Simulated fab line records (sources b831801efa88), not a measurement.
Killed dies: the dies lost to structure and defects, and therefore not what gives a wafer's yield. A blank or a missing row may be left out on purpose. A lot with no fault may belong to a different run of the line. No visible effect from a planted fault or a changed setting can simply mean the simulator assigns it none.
fab line records	flow sky130	part 1 of 2: steps 1 to 23 of 33
record lots=5	wafers=15	last_day=49
route steps=708 shown LDD_LDN@300 SPACER@304 POLY_CUT@307 SD_P@320 RES_XHIGH@332
lots untouched by any fault: they come from a run of this same line in which no faults occurred
start_h: hours from the record's opening day to when the first of the lot's shown wafers began	wait_h: hours since the lot's step before	" identical to the entry in the row above	L1.1+2: several wafers, shown together as one row	- either no value or no given start	* or withheld: withheld	< > ~ a bound
route shown NAME@n: a module of which the file shows steps, and the number in the route of the first	usual: the fault-free wafers' mean and standard deviation	same: alike in all rows	chamber/n: place in a boat	sites: readings site by site	_std_site: standard deviation of those values	_edge_site: inner sites' mean taken away from outer sites' mean	radius_mm: for every site, how far away it sits from the centre of the wafer	mask NAME#n: copy n	behind: the last tool/chamber to shape the wafer	hold: what put the lot on hold/how long, in hours/how the hold closed	device: which transistor (n, p or np) failed to switch	end of line: tests run on the same wafers once the route is complete	a step without rows: its recipe alone	killed: at the first sort, the dies lost to defects and structure; wafer yield is something else	map: the dies of a wafer, with x for killed, . for not killed, _ for no die there
set.NAME: setting as actually run; set.NAME@STEP: the setting as run at that earlier step	model.NAME: the simulator's own value behind a step, which no gauge read
certain route steps with their lots: each step a table, each wafer a row
services: the hour from which a tool's chamber was out of use, counted from the record's first day as start_h (under 0 if before that day), plus the number of hours and why
## steps
# step SKY_LDD_LDN_IMPLANT_11
# recipe species=As	energy_kev=15	dose_cm2=1.25e+13	tilt_deg=withheld	rotation_deg=293
lot.wafer	tool	chamber	start_h	wait_h
L080.1+3+5	implanter-04	0	585.98	0.1
L081.1+3+4	implanter-01	0	587.18	0.1
L084.3+5+6	implanter-01	0	607.13	0.1
L087.1+5+6	implanter-03	0	627.09	0.1
L091.1+4+6	implanter-01	0	685.58	0.1
# step SKY_LDD_LDN_STRIP_12
# recipe chemistry=O2/N2	power_w=1400	pressure_mtorr=1500	platen_temp_c=withheld	o2_flow_sccm=3000	n2_flow_sccm=300	overash_fraction=0.5
# usual drypump_motor_current_A=5.8/0.49	o2_flow_sccm=3000/9.3	oes_product_au=0.715/0.0045	strip_time_to_endpoint_s=14.18/0.038
lot.wafer	tool	chamber	start_h	wait_h	drypump_motor_current_A	o2_flow_sccm	oes_product_au	rf_hours_counter_h	strip_time_to_endpoint_s
L080.1	plasma_asher-04	0	586.13	0.1	6.4	3003	0.712	77	14.23
L080.3	"	0	"	"	6.4	3013	0.719	-	14.24
L080.5	"	1	"	"	5.5	3010	0.715	-	14.24
L081.1	plasma_asher-04	1	587.33	0.1	5.5	2993	0.713	77	14.15
L081.3	"	1	"	"	5.5	2996	0.710	-	14.18
L081.4	"	0	"	"	6.4	2998	0.715	-	14.15
L084.3	plasma_asher-01	0	607.26	0.1	5.0	2998	0.716	-	14.16
L084.5	"	1	"	"	6.3	3003	0.715	-	14.09
L084.6	"	0	"	"	4.9	2990	0.723	-	14.22
L087.1	plasma_asher-01	1	627.24	0.1	6.4	3001	0.710	18	14.20
L087.5	"	0	"	"	4.9	3010	0.713	-	14.22
L087.6	"	1	"	"	6.3	2986	0.718	-	14.20
L091.1	plasma_asher-04	1	685.73	0.1	5.4	3008	0.712	87	14.13
L091.4	"	1	"	"	5.5	3004	0.717	-	14.15
L091.6	"	0	"	"	6.4	2997	0.716	-	14.17
# step SKY_LDD_LDN_TW_MEAS_13
# usual LDD_LDN_TW=1487/20
lot.wafer	tool	chamber	start_h	wait_h	LDD_LDN_TW
L080.1	film_metro-04	-	586.23	0.1	1471
L080.3	"	-	"	"	1466
L080.5	"	-	"	"	1465
L081.1	film_metro-04	-	587.43	0.1	1465
L081.3	"	-	"	"	1454
L081.4	"	-	"	"	1456
L084.3	film_metro-02	-	607.35	0.1	1508
L084.5	"	-	"	"	1518
L084.6	"	-	"	"	1511
L087.1	film_metro-01	-	627.34	0.1	1489
L087.5	"	-	"	"	1491
L087.6	"	-	"	"	1490
L091.1	film_metro-01	-	685.83	0.1	1479
L091.4	"	-	"	"	1474
L091.6	"	-	"	"	1488
# step SKY_LDD_LDN_CLEAN_14
# recipe chemistry=SC1/SC2	mix=1:4:20	temp_c=70	time_s=150	dry=n2_spin
lot.wafer	tool	chamber	start_h	wait_h
L080.1+3+5	wet_bench-03	3	586.29	0.1
L081.1+3+4	wet_bench-04	3	587.49	0.1
L084.3+5+6	wet_bench-02	0	607.39	0.0
L087.1+5+6	wet_bench-02	0	627.40	0.1
L091.1+4+6	wet_bench-04	2	685.89	0.1
# step SKY_SPACER_CVD_00
# recipe material=Si3N4	precursor=DCS/NH3	target_thk_nm=43.1	temp_c=770	time_s=740	pressure_mtorr=250
# usual zone_power_centre_pct=15.3/1.8
lot.wafer	tool	chamber	start_h	wait_h	zone_power_centre_pct
L080.1	lpcvd-02	0	586.34	0.0	16.5
L080.3	"	0	"	"	16.8
L080.5	"	0	"	"	16.5
L081.1	lpcvd-02	1	588.59	1.1	13.0
L081.3	"	1	"	"	12.9
L081.4	"	1	"	"	13.0
L084.3	lpcvd-02	1	607.44	0.0	12.9
L084.5	"	1	"	"	12.9
L084.6	"	1	"	"	12.7
L087.1	lpcvd-02	1	628.43	1.0	13.0
L087.5	"	1	"	"	13.1
L087.6	"	1	"	"	12.8
L091.1	lpcvd-02	0	685.94	0.0	16.6
L091.4	"	0	"	"	16.7
L091.6	"	0	"	"	16.2
# step SKY_SPACER_THK_MEAS_01
# recipe reads=Si3N4_of_SPACER_CVD_00
# usual SPACER_CVD_00_THK=43.1/0.34
lot.wafer	tool	chamber	start_h	wait_h	SPACER_CVD_00_THK[nm]
L080.1	film_metro-01	-	587.54	0.0	42.7
L080.3	"	-	"	"	43.2
L080.5	"	-	"	"	43.1
L081.1	film_metro-03	-	589.80	0.0	43.3
L081.3	"	-	"	"	43.5
L081.4	"	-	"	"	43.2
L084.3	film_metro-01	-	608.67	0.0	43.4
L084.5	"	-	"	"	43.3
L084.6	"	-	"	"	43.1
L087.1	film_metro-04	-	629.64	0.0	42.9
L087.5	"	-	"	"	42.9
L087.6	"	-	"	"	42.9
L091.1	film_metro-01	-	687.15	0.0	42.9
L091.4	"	-	"	"	42.9
L091.6	"	-	"	"	42.9
# step SKY_SPACER_ETCHBACK_02
# recipe chemistry=CH3F/O2	target=Si3N4	stop_on=SiO2	source_w=400	bias_w=80	pressure_mtorr=25	ch3f_flow_sccm=40	O2_flow_sccm=30	time_s=46.7	target_depth_a=450
# usual drypump_motor_current_A=5.72/0.28	oes_product_au=0.855/0.0055	throttle_valve_pct=10.563/0.0097
lot.wafer	tool	chamber	start_h	wait_h	drypump_motor_current_A	oes_product_au	rf_hours_counter_h	throttle_valve_pct
L080.1	rie_diel-01	0	587.60	0.1	5.78	0.857	64	10.563
L080.3	"	3	"	"	6.32	0.857	7	10.556
L080.5	"	1	"	"	5.75	0.860	-	10.569
L081.1	rie_diel-01	1	589.86	0.1	5.73	0.855	15	10.553
L081.3	"	3	"	"	6.34	0.861	7	10.565
L081.4	"	0	"	"	5.77	0.857	64	10.552
L084.3	rie_diel-02	2	608.71	0.0	5.72	0.856	8	10.568
L084.5	"	0	"	"	5.70	0.863	-	10.567
L084.6	"	3	"	"	5.31	0.862	-	10.578
L087.1	rie_diel-04	2	629.70	0.1	6.01	0.856	22	10.570
L087.5	"	0	"	"	5.79	0.853	-	10.567
L087.6	"	1	"	"	5.69	0.858	-	10.557
L091.1	rie_diel-04	2	687.21	0.1	6.01	0.850	23	10.555
L091.4	"	0	"	"	5.82	0.852	0	10.565
L091.6	"	1	"	"	5.71	0.846	-	10.551
# step SKY_POLY_CUT_DEHYDRATE_00
# recipe temp_c=200	time_s=60
# usual exhaust_pa=44.7/0.8
lot.wafer	tool	chamber	start_h	wait_h	exhaust_pa
L080.1	litho_track-02	0	601.67	14.0	44.8
L080.3	"	0	"	"	43.6
L080.5	"	0	"	"	44.2
L081.1	litho_track-04	0	603.64	13.8	43.2
L081.3	"	0	"	"	44.5
L081.4	"	0	"	"	45.6
L084.3	litho_track-02	0	622.22	13.5	44.0
L084.5	"	0	"	"	44.4
L084.6	"	0	"	"	44.0
L087.1	litho_track-02	0	643.52	13.8	43.7
L087.5	"	0	"	"	44.2
L087.6	"	0	"	"	42.8
L091.1	litho_track-04	0	700.54	13.3	44.7
L091.4	"	0	"	"	44.1
L091.6	"	0	"	"	44.1
# step SKY_POLY_CUT_HMDS_01
# recipe prime_time_s=60	prime_temp_c=120
# usual exhaust_pa=44.8/0.9
lot.wafer	tool	chamber	start_h	wait_h	exhaust_pa
L080.1	litho_track-02	0	601.82	0.1	44.7
L080.3	"	0	"	"	43.8
L080.5	"	0	"	"	44.8
L081.1	litho_track-04	0	603.79	0.1	44.5
L081.3	"	0	"	"	45.9
L081.4	"	0	"	"	45.2
L084.3	litho_track-02	0	622.37	0.1	45.6
L084.5	"	0	"	"	45.6
L084.6	"	0	"	"	45.3
L087.1	litho_track-02	0	643.67	0.1	45.5
L087.5	"	0	"	"	45.4
L087.6	"	0	"	"	44.1
L091.1	litho_track-04	0	700.69	0.1	42.9
L091.4	"	0	"	"	44.5
L091.6	"	0	"	"	42.9
# step SKY_POLY_CUT_COAT_02
# recipe resist=BARC	temp_c=withheld	time_s=withheld	spin_rpm=3000	resist_thk_nm=60
# usual exhaust_pa=45.2/0.86
lot.wafer	tool	chamber	start_h	wait_h	exhaust_pa
L080.1	litho_track-02	0	601.97	0.1	46.9
L080.3	"	0	"	"	44.8
L080.5	"	0	"	"	45.6
L081.1	litho_track-04	0	603.94	0.1	44.1
L081.3	"	0	"	"	43.9
L081.4	"	0	"	"	45.3
L084.3	litho_track-02	0	622.52	0.1	44.4
L084.5	"	0	"	"	44.9
L084.6	"	0	"	"	44.5
L087.1	litho_track-02	0	643.82	0.1	45.7
L087.5	"	0	"	"	43.9
L087.6	"	0	"	"	44.8
L091.1	litho_track-04	0	700.84	0.1	46.1
L091.4	"	0	"	"	47.0
L091.6	"	0	"	"	46.1
# step SKY_POLY_CUT_COAT_03
# recipe resist=KrF-thick	spin_rpm=3000	resist_thk_nm=450
# usual exhaust_pa=45.2/0.86
lot.wafer	tool	chamber	start_h	wait_h	exhaust_pa
L080.1	litho_track-02	0	-	-	46.2
L080.3	"	0	"	"	45.1
L080.5	"	0	"	"	46.0
L081.1	litho_track-04	0	-	-	45.5
L081.3	"	0	"	"	46.1
L081.4	"	0	"	"	44.2
L084.3	litho_track-02	0	-	-	46.6
L084.5	"	0	"	"	46.1
L084.6	"	0	"	"	45.2
L087.1	litho_track-02	0	-	-	45.8
L087.5	"	0	"	"	44.3
L087.6	"	0	"	"	44.9
L091.1	litho_track-04	0	-	-	44.6
L091.4	"	0	"	"	45.2
L091.6	"	0	"	"	44.9
# step SKY_POLY_CUT_SOFTBAKE_04
# recipe temp_c=100	time_s=90	resist=KrF-thick
# usual exhaust_pa=44.8/0.77
lot.wafer	tool	chamber	start_h	wait_h	exhaust_pa
L080.1	litho_track-02	0	-	-	45.8
L080.3	"	0	"	"	44.7
L080.5	"	0	"	"	45.0
L081.1	litho_track-04	0	-	-	43.1
L081.3	"	0	"	"	44.1
L081.4	"	0	"	"	43.5
L084.3	litho_track-02	0	-	-	45.0
L084.5	"	0	"	"	45.0
L084.6	"	0	"	"	45.0
L087.1	litho_track-02	0	-	-	44.9
L087.5	"	0	"	"	45.4
L087.6	"	0	"	"	44.9
L091.1	litho_track-04	0	-	-	45.1
L091.4	"	0	"	"	45.2
L091.6	"	0	"	"	45.7
# step SKY_POLY_CUT_EXPOSE_05
# recipe mask_id=NPCM	na=0.8	source_shape=annular	sigma_inner=0.55	sigma_outer=0.85	target_cd_nm=270	dose_mj=32
# usual focus_offset_nm=-0.1/0.52	reticle_temp_C=23.00/0.1
# same na=0.8
lot.wafer	tool	chamber	start_h	wait_h	mask	focus_offset_nm	reticle_temp_C
L080.1	krf_scanner-02	0	-	-	NPCM#0	-0.8	22.95
L080.3	"	0	"	"	NPCM#0	-0.2	22.87
L080.5	"	0	"	"	NPCM#0	-0.4	22.72
L081.1	krf_scanner-01	0	-	-	NPCM#0	-0.4	23.16
L081.3	"	0	"	"	NPCM#0	-0.1	23.06
L081.4	"	0	"	"	NPCM#0	0.7	23.10
L084.3	krf_scanner-02	0	-	-	NPCM#0	0.5	22.87
L084.5	"	0	"	"	NPCM#0	0.1	22.83
L084.6	"	0	"	"	NPCM#0	0.3	23.05
L087.1	krf_scanner-01	0	-	-	NPCM#0	-0.1	22.98
L087.5	"	0	"	"	NPCM#0	-0.6	22.89
L087.6	"	0	"	"	NPCM#0	-0.8	23.14
L091.1	krf_scanner-01	0	-	-	NPCM#0	0.2	22.97
L091.4	"	0	"	"	NPCM#0	0.2	22.96
L091.6	"	0	"	"	NPCM#0	0.0	22.86
# step SKY_POLY_CUT_PEB_06
# recipe peb_temp_c=withheld	peb_time_s=withheld	resist=KrF-thick
# usual exhaust_pa=45.0/0.89
lot.wafer	tool	chamber	start_h	wait_h	exhaust_pa
L080.1	litho_track-03	0	-	-	44.1
L080.3	"	0	"	"	44.7
L080.5	"	0	"	"	45.1
L081.1	litho_track-02	0	-	-	45.2
L081.3	"	0	"	"	46.2
L081.4	"	0	"	"	46.3
L084.3	litho_track-02	0	-	-	47.1
L084.5	"	0	"	"	46.9
L084.6	"	0	"	"	46.1
L087.1	litho_track-03	0	-	-	45.7
L087.5	"	0	"	"	44.9
L087.6	"	0	"	"	44.9
L091.1	litho_track-03	0	-	-	43.1
L091.4	"	0	"	"	42.0
L091.6	"	0	"	"	44.4
# step SKY_POLY_CUT_DEVELOP_07
# recipe develop_time_s=60	resist=KrF-thick	dev_temp_c=21
# usual developer_temp_C=21.00/0.089	exhaust_pa=45.0/0.88
lot.wafer	tool	chamber	start_h	wait_h	developer_temp_C	exhaust_pa
L080.1	litho_track-03	0	-	-	20.89	45.9
L080.3	"	0	"	"	20.92	46.6
L080.5	"	0	"	"	21.08	45.8
L081.1	litho_track-02	0	-	-	20.98	44.7
L081.3	"	0	"	"	20.95	44.6
L081.4	"	0	"	"	20.89	44.9
L084.3	litho_track-02	0	-	-	21.09	46.7
L084.5	"	0	"	"	20.89	45.8
L084.6	"	0	"	"	21.17	45.6
L087.1	litho_track-03	0	-	-	21.15	45.9
L087.5	"	0	"	"	20.99	44.6
L087.6	"	0	"	"	21.07	43.2
L091.1	litho_track-03	0	-	-	20.92	45.7
L091.4	"	0	"	"	20.99	45.6
L091.6	"	0	"	"	21.00	46.2
# step SKY_POLY_CUT_CD_MEAS_08
# recipe target_cd_nm=270
# usual cd_nm=269.8/1.5
lot.wafer	tool	chamber	start_h	wait_h	cd_nm
L080.1	cd_sem-02	-	616.43	-	268.7
L080.3	"	-	"	"	269.1
L080.5	"	-	"	"	268.4
L081.1	cd_sem-02	-	618.57	-	271.2
L081.3	"	-	"	"	271.2
L081.4	"	-	"	"	270.6
L084.3	cd_sem-02	-	638.06	-	270.1
L084.5	"	-	"	"	270.3
L084.6	"	-	"	"	269.9
L087.1	cd_sem-02	-	658.43	-	271.8
L087.5	"	-	"	"	271.2
L087.6	"	-	"	"	271.3
L091.1	cd_sem-01	-	715.03	-	269.6
L091.4	"	-	"	"	270.7
L091.6	"	-	"	"	272.0
# step SKY_POLY_CUT_OVL_MEAS_09
# usual POLY_CUT_OVL=2/6.8
lot.wafer	tool	chamber	start_h	wait_h	POLY_CUT_OVL[nm]
L080.1	overlay-01	-	616.55	0.1	6
L080.3	"	-	"	"	7
L080.5	"	-	"	"	7
L081.1	overlay-01	-	618.69	0.1	-4
L081.3	"	-	"	"	-3
L081.4	"	-	"	"	-10
L084.3	overlay-01	-	638.15	0.1	5
L084.5	"	-	"	"	10
L084.6	"	-	"	"	1
L087.1	overlay-01	-	658.55	0.1	4
L087.5	"	-	"	"	9
L087.6	"	-	"	"	-4
L091.1	overlay-02	-	715.15	0.1	3
L091.4	"	-	"	"	-1
L091.6	"	-	"	"	-5
# step SKY_POLY_CUT_ETCH_10
# recipe chemistry=N2/H2	target=BARC	ion_energy_ev=200	source_w=500	bias_w=100	pressure_mtorr=30	n2_flow_sccm=100	h2_flow_sccm=200	stop_on=SiO2	time_s=45.9	target_depth_a=600
# usual drypump_motor_current_A=5.8/0.3	oes_product_au=0.854/0.005	throttle_valve_pct=13.225/0.0087
lot.wafer	tool	chamber	start_h	wait_h	drypump_motor_current_A	oes_product_au	rf_hours_counter_h	throttle_valve_pct
L080.1	rie_diel-04	2	616.59	0.0	6.0	0.850	22	13.229
L080.3	"	3	"	"	6.0	0.855	14	13.223
L080.5	"	0	"	"	5.8	0.850	-	13.225
L081.1	rie_diel-03	0	618.73	0.0	6.6	0.853	18	13.223
L081.3	"	3	"	"	5.7	0.859	10	13.225
L081.4	"	1	"	"	5.3	0.857	18	13.218
L084.3	rie_diel-02	0	638.18	0.0	5.7	0.854	18	13.227
L084.5	"	3	"	"	5.3	0.855	-	13.219
L084.6	"	0	"	"	5.7	0.859	-	13.223
L087.1	rie_diel-02	1	658.59	0.0	5.4	0.847	1	13.236
L087.5	"	1	"	"	5.4	0.858	-	13.217
L087.6	"	3	"	"	5.3	0.851	-	13.217
L091.1	rie_diel-04	3	715.19	0.0	6.0	0.857	15	13.233
L091.4	"	0	"	"	5.8	0.854	0	13.212
L091.6	"	3	"	"	6.0	0.854	-	13.219
# step SKY_POLY_CUT_ETCH_11
# recipe target=Si3N4	chemistry=CF4/CH2F2/Ar	stop_on=poly-Si	source_w=600	bias_w=150	pressure_mtorr=40	cf4_flow_sccm=40	ch2f2_flow_sccm=20	Ar_flow_sccm=150	time_s=42.5	target_depth_a=600
# usual drypump_motor_current_A=5.75/0.3	oes_product_au=0.830/0.0062	throttle_valve_pct=14.994/0.0099
lot.wafer	tool	chamber	start_h	wait_h	drypump_motor_current_A	oes_product_au	rf_hours_counter_h	throttle_valve_pct
L080.1	rie_diel-04	2	616.63	0.0	6.01	0.833	22	14.985
L080.3	"	3	"	"	5.96	0.836	14	14.989
L080.5	"	0	"	"	5.81	0.835	-	15.006
L081.1	rie_diel-03	0	618.77	0.0	6.64	0.819	18	15.003
L081.3	"	3	"	"	5.69	0.823	10	15.001
L081.4	"	1	"	"	5.27	0.822	18	14.997
L084.3	rie_diel-02	0	638.22	0.0	5.68	0.833	18	14.988
L084.5	"	3	"	"	5.30	0.833	-	14.995
L084.6	"	0	"	"	5.66	0.838	-	15.008
L087.1	rie_diel-02	1	658.63	0.0	5.45	0.838	1	14.971
L087.5	"	1	"	"	5.47	0.824	-	14.996
L087.6	"	3	"	"	5.32	0.820	-	14.998
L091.1	rie_diel-04	3	715.23	0.0	5.97	0.823	15	14.975
L091.4	"	0	"	"	5.75	0.835	0	14.985
L091.6	"	3	"	"	5.97	0.832	-	15.005
# step SKY_POLY_CUT_STRIP_12
# recipe chemistry=O2/N2	power_w=1400	pressure_mtorr=1500	platen_temp_c=withheld	o2_flow_sccm=3000	n2_flow_sccm=300	overash_fraction=0.5
# usual drypump_motor_current_A=5.6/0.37	o2_flow_sccm=3000/9.4	oes_product_au=0.452/0.005	strip_time_to_endpoint_s=5.358/0.015
lot.wafer	tool	chamber	start_h	wait_h	drypump_motor_current_A	o2_flow_sccm	oes_product_au	rf_hours_counter_h	strip_time_to_endpoint_s
L080.1	plasma_asher-03	1	616.67	0.0	5.8	2996	0.447	95	5.365
L080.3	"	0	"	"	5.6	2998	0.454	-	5.347
L080.5	"	1	"	"	5.8	2986	0.454	-	5.344
L081.1	plasma_asher-03	0	618.81	0.0	5.7	3002	0.462	95	5.344
L081.3	"	0	"	"	5.6	3002	0.458	-	5.378
L081.4	"	1	"	"	5.8	3001	0.450	-	5.335
L084.3	plasma_asher-02	1	638.29	0.1	5.8	2999	0.458	-	5.338
L084.5	"	0	"	"	5.1	2999	0.453	-	5.365
L084.6	"	1	"	"	5.8	3000	0.455	-	5.371
L087.1	plasma_asher-04	1	658.67	0.0	5.5	3004	0.451	84	5.347
L087.5	"	1	"	"	5.5	2999	0.455	-	5.345
L087.6	"	0	"	"	6.4	2998	0.447	-	5.352
L091.1	plasma_asher-03	0	715.27	0.0	5.6	2994	0.452	105	5.365
L091.4	"	1	"	"	5.9	2990	0.449	-	5.366
L091.6	"	0	"	"	5.6	2996	0.457	-	5.355
# step SKY_SD_P_DEHYDRATE_00
# recipe temp_c=200	time_s=60
# usual exhaust_pa=44.9/0.86
lot.wafer	tool	chamber	start_h	wait_h	exhaust_pa
L080.1	litho_track-03	0	631.63	14.9	45.1
L080.3	"	0	"	"	45.9
L080.5	"	0	"	"	45.2
L081.1	litho_track-01	0	632.85	14.0	45.4
L081.3	"	0	"	"	46.0
L081.4	"	0	"	"	45.5
L084.3	litho_track-03	0	652.03	13.7	46.2
L084.5	"	0	"	"	45.3
L084.6	"	0	"	"	46.1
L087.1	litho_track-04	0	672.04	13.3	43.8
L087.5	"	0	"	"	42.8
L087.6	"	0	"	"	45.2
L091.1	litho_track-04	0	728.94	13.6	44.8
L091.4	"	0	"	"	44.8
L091.6	"	0	"	"	44.4
# step SKY_SD_P_HMDS_01
# recipe prime_time_s=60	prime_temp_c=120
# usual exhaust_pa=45.1/0.84
lot.wafer	tool	chamber	start_h	wait_h	exhaust_pa
L080.1	litho_track-03	0	631.78	0.1	45.8
L080.3	"	0	"	"	45.5
L080.5	"	0	"	"	45.9
L081.1	litho_track-01	0	633.00	0.1	44.9
L081.3	"	0	"	"	45.2
L081.4	"	0	"	"	45.1
L084.3	litho_track-03	0	652.18	0.1	44.9
L084.5	"	0	"	"	43.8
L084.6	"	0	"	"	43.4
L087.1	litho_track-04	0	672.19	0.1	45.1
L087.5	"	0	"	"	44.5
L087.6	"	0	"	"	45.0
L091.1	litho_track-04	0	729.09	0.1	46.4
L091.4	"	0	"	"	44.4
L091.6	"	0	"	"	45.0
# step SKY_SD_P_COAT_02
# recipe resist=NOVOLAK	spin_rpm=3000	resist_thk_nm=1140
# usual exhaust_pa=45.0/0.83
lot.wafer	tool	chamber	start_h	wait_h	exhaust_pa
L080.1	litho_track-03	0	631.93	0.1	45.9
L080.3	"	0	"	"	45.0
L080.5	"	0	"	"	46.0
L081.1	litho_track-01	0	633.15	0.1	45.2
L081.3	"	0	"	"	45.2
L081.4	"	0	"	"	44.8
L084.3	litho_track-03	0	652.33	0.1	43.1
L084.5	"	0	"	"	44.1
L084.6	"	0	"	"	45.7
L087.1	litho_track-04	0	672.34	0.1	45.4
L087.5	"	0	"	"	43.9
L087.6	"	0	"	"	43.3
L091.1	litho_track-04	0	729.24	0.1	44.9
L091.4	"	0	"	"	44.7
L091.6	"	0	"	"	45.9
